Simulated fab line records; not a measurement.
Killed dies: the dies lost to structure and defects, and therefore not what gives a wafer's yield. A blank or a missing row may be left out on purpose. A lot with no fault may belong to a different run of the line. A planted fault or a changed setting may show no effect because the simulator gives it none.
Problem report in the 8D (eight disciplines) form, filled by code	flow sfq-line	the parts of the form that need people (team, actions taken, sign-off) are left out

1. THE ISSUE
bias-w at SFQ_TRILAYER_M7_ETCH_METAL_ETCH_180 reads a mean of 90.42 W on 9 wafers of 3 lots; wafers without a fault read 80.04 W with a standard deviation of 0.22. Measured from the usual mean, that is +47 standard deviations.
The step: etches Nb in Cl2/Ar, stops on SiO2, target depth 240 nm, time 120 s.
First seen on wafer L853.1, day 68 13:17, on rie-metal-02. The record holds 21 wafers of 7 lots with a number at this step. Rule for "out", or "out of limits": more than 4 standard deviations from the usual mean. The other wafers with a number count as sound.

2. WHAT THIS IS AND IS NOT
question	is	is not
which readings at this step	bias-w	drypump-motor-current-A, oes-product-au, rf-fwd-power-W
which lots	L853, L854, L855	L844, L846, L861, L863
which wafers of those lots	all that have a number	-
read on which tools	rie-metal-02	rie-metal-03
when	from day 68 13:17	up to then (6 sound wafers); but 6 sound wafers of L861, L863 came after

3. WHAT RULES OUT EACH SUSPECT
Counting: a tool at any process step up to the reading remains a suspect when it ran all the lots that are out and ran no sound lot after the first of those.
- rie-metal-02 at SFQ_TRILAYER_M7_BARC_OPEN_METAL_ETCH_229 (etches BARC in O2, target depth 125 nm, time 41.7 s): kept. Every lot that is out went through it, starting with L853 (day 68 13:14), and after that it ran no sound lot; the last sound lot it ran before then is L846 (day 66 18:50).
- rie-metal-02 at SFQ_TRILAYER_M7_ETCH_METAL_ETCH_180 (etches Nb in Cl2/Ar, stops on SiO2, target depth 240 nm, time 120 s): kept. Every lot that is out went through it, starting with L853 (day 68 13:17), and after that it ran no sound lot; the last sound lot it ran before then is L846 (day 66 18:55). Out on those wafers are its own readings of bias-w.
What counting leaves: rie-metal-02 at SFQ_TRILAYER_M7_BARC_OPEN_METAL_ETCH_229 and rie-metal-02 at SFQ_TRILAYER_M7_ETCH_METAL_ETCH_180.

4. THE CAUSE (what the simulator had put in)
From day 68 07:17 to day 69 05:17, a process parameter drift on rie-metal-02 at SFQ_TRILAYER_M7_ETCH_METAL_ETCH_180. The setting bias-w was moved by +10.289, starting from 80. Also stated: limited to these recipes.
After counting, 2 suspects remain, this tool included.

5. SEQUENCE OF EFFECTS, ordered by route
Rows list readings where the struck wafers' mean (over those with a number) sits beyond 3 standard deviations from the usual. Scope: only readings with a usual standard deviation given in the record; hours: median across lots of the time from each lot's start at the first step in this table that gives one to its start at this step; sigmas: change in usual standard deviations.
hours	step	reading	usual	on struck wafers	change	sigmas
0	SFQ_TRILAYER_M7_ETCH_METAL_ETCH_180	bias-w	80.04 W	90.42	+10.38	+47
Process steps it contains:
- SFQ_TRILAYER_M7_ETCH_METAL_ETCH_180: etches Nb in Cl2/Ar, stops on SiO2, target depth 240 nm, time 120 s.

6. WHAT WOULD HAVE CAUGHT IT SOONER
The fault began at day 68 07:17; the first out-of-limits reading in this record came at day 68 13:17, 6 hours later.
